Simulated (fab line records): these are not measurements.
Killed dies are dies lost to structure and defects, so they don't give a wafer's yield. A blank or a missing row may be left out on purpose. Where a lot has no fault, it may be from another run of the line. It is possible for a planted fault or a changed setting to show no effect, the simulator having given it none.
What tool caused it? + flow sky130 + 11 lots with 33 wafers sampled at 5 steps, on a route of 708 steps

== WHAT THE GAUGES SHOWED, per wafer ==
SKY_CAP2M_OVL_MEAS_12. Usual: for CAP2M_OVL the level is -0.8 nm and the standard deviation is 1.7.
| lot  | measured     | on         | CAP2M_OVL (nm) | flag |
|------|--------------|------------|----------------|------|
| L707 | day 40 19:59 | overlay-01 | -1.6 -3.8 -2.6 |      |
| L708 | day 41 00:47 | overlay-01 | -2.9 -2.1 -0.6 |      |
| L711 | day 42 17:11 | overlay-02 | 0.7 -0.1 -1.2  |      |
| L712 | day 43 00:15 | overlay-02 | -2.2 0.1 -0.7  |      |
| L717 | day 44 01:22 | overlay-02 | 0.4 -0.2 -1.0  |      |
| L722 | day 45 10:46 | overlay-02 | 0.8 1.0 1.5    |      |
| L723 | day 45 13:25 | overlay-01 | 1.6 0.5 -0.5   |      |
| L724 | day 45 15:52 | overlay-02 | -0.1 1.5 0.7   |      |
| L725 | day 45 19:14 | overlay-01 | 0.5 -1.1 -0.5  |      |
| L727 | day 46 09:11 | overlay-01 | -1.1 -0.4 -1.4 |      |
| L728 | day 46 21:04 | overlay-02 | -2.2 -3.7 -0.5 |      |

SKY_METAL4_CD_MEAS_13: the cd target is 300 nm. Usual: cd nm reads 299.8 nm (standard deviation 1.4).
| lot  | measured     | on        | cd nm (nm)        | flag |
|------|--------------|-----------|-------------------|------|
| L707 | day 41 19:44 | cd sem-02 | 296.3 297.4 296.8 |      |
| L708 | day 42 01:01 | cd sem-01 | 298.3 297.7 298.5 |      |
| L711 | day 43 16:51 | cd sem-01 | 298.2 298.1 298.4 |      |
| L712 | day 43 23:42 | cd sem-01 | 298.7 300.4 298.2 |      |
| L717 | day 45 00:41 | cd sem-01 | 299.0 300.2 300.6 |      |
| L722 | day 46 08:28 | cd sem-01 | 297.6 298.1 297.9 |      |
| L723 | day 46 10:53 | cd sem-01 | 300.3 298.7 297.1 |      |
| L727 | day 47 06:08 | cd sem-02 | 300.2 300.2 298.6 |      |
| L728 | day 47 17:43 | cd sem-02 | 299.1 299.5 300.3 |      |

== EACH LOT AND THE TOOL THAT RAN IT (in order: tool; ch and the chambers of the sampled wafers; start) ==
| lot  | SKY_VIA3_ETCH_15                   | SKY_CAP2M_METAL_ETCH_13           | SKY_CAP2M_STRIP_14                   |
|------|------------------------------------|-----------------------------------|--------------------------------------|
| L707 | rie diel-04 ch 0,1,3, day 39 18:44 | rie metal-02 ch 0,1, day 40 20:01 | plasma asher-02 ch 0,1, day 40 20:06 |
| L708 | rie diel-01 ch 0,1,3, day 39 23:08 | rie metal-04 ch 0,1, day 41 00:49 | plasma asher-02 ch 0,1, day 41 00:54 |
| L711 | rie diel-01 ch 0,3, day 41 16:05   | rie metal-02 ch 0,1, day 42 17:13 | plasma asher-03 ch 0,1, day 42 17:18 |
| L712 | rie diel-01 ch 0,3, day 41 23:21   | rie metal-01 ch 0,1, day 43 00:18 | plasma asher-02 ch 0,1, day 43 00:23 |
| L717 | rie diel-03 ch 1,2, day 43 00:41   | rie metal-02 ch 0,1, day 44 01:24 | plasma asher-01 ch 0,1, day 44 01:28 |
| L722 | rie diel-04 ch 0,1, day 44 11:17   | rie metal-04 ch 0,1, day 45 10:48 | plasma asher-01 ch 0,1, day 45 10:52 |
| L723 | rie diel-03 ch 2,3, day 44 14:20   | rie metal-01 ch 0,1, day 45 13:27 | plasma asher-01 ch 0,1, day 45 13:31 |
| L724 | rie diel-04 ch 0,1,3, day 44 17:17 | rie metal-04 ch 0,1, day 45 15:54 | plasma asher-02 ch 1, day 45 15:58   |
| L725 | rie diel-01 ch 0,2,3, day 44 19:31 | rie metal-04 ch 0,1, day 45 19:16 | plasma asher-02 ch 0,1, day 45 19:21 |
| L727 | rie diel-01 ch 0,3, day 45 11:18   | rie metal-02 ch 0,1, day 46 09:13 | plasma asher-02 ch 0,1, day 46 09:18 |
| L728 | rie diel-01 ch 2,3, day 45 22:23   | rie metal-01 ch 0,1, day 46 21:06 | plasma asher-02 ch 1, day 46 21:10   |
- SKY_VIA3_ETCH_15: etches SiO2 in C4F8/O2/Ar, stops on TiN, target depth 507 nm, time 78 s.
- SKY_CAP2M_METAL_ETCH_13: etches TiN in Cl2/BCl3, stops on SiO2, target depth 220 nm, time 62.9 s.
- SKY_CAP2M_STRIP_14: strips in O2/N2.

== AS READ BY THE TOOLS THEMSELVES (means over the sampled wafers that have a number; for cases with no such wafer, the mark the record gives instead) ==
SKY_VIA3_ETCH_15. Usual: oes product au 0.950 a.u., standard deviation 0.0045; rf fwd power W 1488 W, standard deviation 6.2.
| lot  | tool        | oes product au (a.u.) | rf fwd power W (W) | flag |
|------|-------------|-----------------------|--------------------|------|
| L707 | rie diel-04 | 0.950                 | 1487               |      |
| L708 | rie diel-01 | 0.952                 | 1487               |      |
| L711 | rie diel-01 | 0.950                 | 1485               |      |
| L712 | rie diel-01 | 0.954                 | 1485               |      |
| L717 | rie diel-03 | 0.951                 | 1488               |      |
| L722 | rie diel-04 | 0.949                 | 1485               |      |
| L723 | rie diel-03 | 0.950                 | 1488               |      |
| L724 | rie diel-04 | 0.953                 | 1487               |      |
| L725 | rie diel-01 | 0.948                 | 1488               |      |
| L727 | rie diel-01 | 0.954                 | 1485               |      |
| L728 | rie diel-01 | 0.953                 | 1489               |      |

SKY_CAP2M_METAL_ETCH_13. Usual: drypump motor current A 5.3 A, standard deviation 0.67; oes product au 0.942 a.u., standard deviation 0.0062; rf fwd power W 891 W, standard deviation 3.3; throttle valve pct 21.902 %, standard deviation 0.0089.
| lot  | tool         | drypump motor current A (A) | oes product au (a.u.) | rf fwd power W (W) | throttle valve pct (%) | flag |
|------|--------------|-----------------------------|-----------------------|--------------------|------------------------|------|
| L707 | rie metal-02 | 5.7                         | 0.933                 | 888                | 21.907                 |      |
| L708 | rie metal-04 | 5.5                         | 0.947                 | 889                | 21.890                 |      |
| L711 | rie metal-02 | 6.2                         | 0.943                 | 888                | 21.893                 |      |
| L712 | rie metal-01 | 4.9                         | 0.938                 | 890                | 21.895                 |      |
| L717 | rie metal-02 | 6.2                         | 0.933                 | 892                | 21.908                 |      |
| L722 | rie metal-04 | 5.5                         | 0.943                 | 889                | 21.903                 |      |
| L723 | rie metal-01 | 4.9                         | 0.948                 | 891                | 21.891                 |      |
| L724 | rie metal-04 | 5.5                         | 0.913                 | 747                | 21.919                 | OFF  |
| L725 | rie metal-04 | 5.2                         | 0.923                 | 745                | 21.927                 | OFF  |
| L727 | rie metal-02 | 6.2                         | 0.941                 | 892                | 21.905                 |      |
| L728 | rie metal-01 | 4.8                         | 0.932                 | 892                | 21.911                 |      |

SKY_CAP2M_STRIP_14. Usual: drypump motor current A 5.77 A, standard deviation 0.17; oes product au 0.710 a.u., standard deviation 0.005; strip time to endpoint s 12.63 s, standard deviation 0.04.
| lot  | tool            | drypump motor current A (A) | oes product au (a.u.) | strip time to endpoint s (s) | flag |
|------|-----------------|-----------------------------|-----------------------|------------------------------|------|
| L707 | plasma asher-02 | 5.76                        | 0.712                 | 12.66                        |      |
| L708 | plasma asher-02 | 5.64                        | 0.712                 | 12.67                        |      |
| L711 | plasma asher-03 | 5.89                        | 0.712                 | 12.62                        |      |
| L712 | plasma asher-02 | 5.65                        | 0.711                 | 12.68                        |      |
| L717 | plasma asher-01 | 5.80                        | 0.700                 | 12.64                        |      |
| L722 | plasma asher-01 | 5.80                        | 0.714                 | 12.58                        |      |
| L723 | plasma asher-01 | 5.80                        | 0.707                 | 12.62                        |      |
| L724 | plasma asher-02 | 5.89                        | 0.710                 | 12.80                        | OFF  |
| L725 | plasma asher-02 | 5.77                        | 0.713                 | 12.80                        | OFF  |
| L727 | plasma asher-02 | 5.66                        | 0.712                 | 12.68                        |      |
| L728 | plasma asher-02 | 5.94                        | 0.710                 | 12.63                        |      |

== THE ANSWER, worked out from the rows above alone ==
Rule: take the mean of a lot's wafers that have a number; if it is more than 3 standard deviations from the usual mean, the lot is off. A lot without any number at a reading at which 4 lots or more have one is off too. The other lots that the step has rows for count as sound. The gauges are gone through in route order, then the tools' own readings, and for those a lot's mean is taken as printed above. The first step at which some lot is off is used, and at that step the reading that is off furthest; a lot without a number counts as furthest.
Off: L724, L725, at SKY_CAP2M_METAL_ETCH_13 (rf fwd power W).
If a tool, at that step or one of the process steps before it, ran each lot that is off and ran no sound lot following the first of them, it fits. One fits: rie metal-04 at SKY_CAP2M_METAL_ETCH_13. A fault onset in the window from L722 (day 45 10:48, its last sound lot) to L724 (day 45 15:54, its first lot off) fits.
On the lots that are off, the tool's own readings at SKY_CAP2M_METAL_ETCH_13 differ by more than 5 times the standard deviation of the sound lots' means, which bears it out; rf fwd power W reads 746 W there versus 890 W on the sound lots.

== WHAT WAS PUT IN BY THE SIMULATOR ==
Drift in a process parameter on rie metal-04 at SKY_CAP2M_METAL_ETCH_13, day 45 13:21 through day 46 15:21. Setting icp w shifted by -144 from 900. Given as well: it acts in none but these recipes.
Shown lots that were struck: L724, L725. The rule given above showed the same thing.
